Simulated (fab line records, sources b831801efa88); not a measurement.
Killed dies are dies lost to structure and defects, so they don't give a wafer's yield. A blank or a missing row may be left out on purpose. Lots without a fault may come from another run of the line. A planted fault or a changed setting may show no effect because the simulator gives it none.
Chamber matching | flow sky130 | SKY_CONTACT_CMP_04 on cmp-01: 4 sister chambers
The step polishes SiO2. 4 wafers are shown with their chamber, then 11 later ones without.

WAFERS WITH THEIR CHAMBER
wafer  | chamber | motor_current_A (A)
L080.5 | 3       | 12.5
L084.2 | 2       | 14.8
L084.3 | 0       | 14.1
L086.2 | 1       | 11.2

WAFERS WITHOUT THEIR CHAMBER
wafer  | motor_current_A (A)
L086.3 | 15.2
L086.5 | 14.9
L092.1 | 14.0
L092.5 | 11.5
L092.6 | 12.7
L093.1 | 11.3
L093.5 | 13.4
L093.6 | 11.5
L095.2 | 11.8
L095.3 | 13.3
L095.4 | 14.7

WHICH CHAMBER EACH WENT THROUGH
wafer  | from the rows above          | in truth
L086.3 | can't be placed: 2 or 0      | 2
L086.5 | can't be placed: 2 or 0      | 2
L092.1 | can't be placed: 0 or 2      | 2
L092.5 | can't be placed: 1 or 3      | 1
L092.6 | 3                            | 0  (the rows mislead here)
L093.1 | 1                            | 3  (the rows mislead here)
L093.5 | can't be placed: 0 or 3 or 2 | 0
L093.6 | can't be placed: 1 or 3      | 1
L095.2 | can't be placed: 1 or 3      | 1
L095.3 | can't be placed: 0 or 3 or 2 | 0
L095.4 | can't be placed: 2 or 0      | 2
Placed correctly: 0 of 11. Can't be placed from these rows: 9 (the true chamber is among the candidates in 9). Placed wrongly: 2.
How it was worked out, from the rows above alone: a wafer's distance from a chamber is the root of the sum, over the readings, of the square of ((its reading less the chamber's mean) divided by the reading's scatter). The wafer belongs to the nearest chamber; if the next one is less than 2 further off, it can't be placed. A chamber's mean is the mean of its shown wafers. The scatter: with one shown wafer a chamber, the root of the mean of the squares of how far each hidden wafer lies from its nearest shown one.
